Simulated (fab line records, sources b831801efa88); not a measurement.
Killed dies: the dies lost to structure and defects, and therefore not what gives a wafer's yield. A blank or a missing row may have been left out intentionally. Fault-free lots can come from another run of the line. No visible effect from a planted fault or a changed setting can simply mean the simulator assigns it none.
A single fault, viewed from 2 desks + flow sky130 + every desk sees just its own numbers, and what lay behind them comes last

== METROLOGY DESK ==
What the gauges read for every lot (on any tool): the sampled wafers with a number, averaged. If a lot's mean is further than 4 standard deviations from the usual mean, the lot is out of limits and carries the mark OUT (the distance appears in the brackets).
Columns: A = cd_nm at SKY_LOCAL_INTERCONNECT_CD_MEAS_11, usual 170.2 nm; B = cd_nm at SKY_CONTACT_CD_MEAS_14, usual 169.7 nm; C = CONTACT_OVL at SKY_CONTACT_OVL_MEAS_15, usual 0 nm
| lot  | first seen here | A     | B     | C   |
|------|-----------------|-------|-------|-----|
| L450 | day 30 17:55    | 169.7 | 170.2 | -3  |
| L452 | day 31 11:15    | 170.3 | 171.4 | -10 |
| L453 | day 31 19:41    | 170.0 | 168.9 | 4   |
| L454 | day 32 02:06    | 172.5 | 169.2 | -1  |
| L455 | day 32 04:26    | 169.2 | 169.7 | -3  |
| L456 | day 32 13:42    | 169.3 | 168.5 | 0   |
| L458 | day 33 08:41    | 169.4 | 167.6 | -4  |
| L459 | day 33 17:18    | 171.5 | 168.9 | 2   |
| L460 | day 34 03:14    | 168.4 | 170.4 | 3   |
| L461 | day 34 10:35    | 171.1 | 169.5 | -5  |
| L462 | day 34 16:32    | 169.2 | 171.4 | -1  |
| L470 | day 36 23:30    | 171.1 | 168.1 | 6   |
| L472 | day 37 10:55    | 170.7 | 169.2 | 5   |
| L471 | day 37 17:43    | 171.0 | 167.0 | -4  |
Result from this desk: across the 14 lots, nothing is out of limits.

== DESK OF THE TOOL OWNER: litho_track-01 ==
The tool's own readings at SKY_CONTACT_SOFTBAKE_10 (time 90 s): means of the sampled wafers that have a number, for each lot that ran on this tool. If a lot's mean is further than 4 standard deviations from the usual mean, the lot is out of limits and carries the mark OUT (the distance appears in the brackets).
Columns: A = heater_power_total_W at SKY_CONTACT_SOFTBAKE_10, usual 57.35 W; B = plate_temp_C at SKY_CONTACT_SOFTBAKE_10, usual 99.99 C
| lot  | first seen here | A               | B               |
|------|-----------------|-----------------|-----------------|
| L452 | day 32 02:00    | 57.36           | 100.10          |
| L453 | day 32 11:00    | 57.32           | 100.10          |
| L455 | day 32 19:00    | 57.28           | 99.96           |
| L456 | day 33 05:00    | 57.35           | 99.95           |
| L459 | day 34 08:00    | 57.48           | 99.92           |
| L460 | day 34 17:00    | 57.44           | 99.96           |
| L462 | day 35 07:00    | 57.28           | 100.18          |
| L470 | day 37 14:00    | 56.24 (-10) OUT | 98.59 (-11) OUT |
| L471 | day 38 07:00    | 56.21 (-10) OUT | 98.63 (-10) OUT |
This desk finds L470, L471 out of limits, L470 being first, at day 37 14:00 (heater_power_total_W at SKY_CONTACT_SOFTBAKE_10). L452, L453, L455, L456, L459, L460, L462: within limits.

== TAKEN TOGETHER ==
The tool owner's desk could have raised an alarm at day 37 14:00, on L470, L471.
From the metrology desk's view, nothing was out of limits.
The metrology desk has L470, L471 on record, within its limits.
Every lot named ran SKY_CONTACT_SOFTBAKE_10 on litho_track-01.

== WHAT WAS PUT IN BY THE SIMULATOR ==
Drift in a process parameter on litho_track-01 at SKY_CONTACT_SOFTBAKE_10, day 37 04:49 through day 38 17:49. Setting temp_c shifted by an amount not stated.
Struck lots among those shown: L470, L471.
How many hours passed from the start of the fault until each desk's first out-of-limits reading: the tool owner's desk, 9.
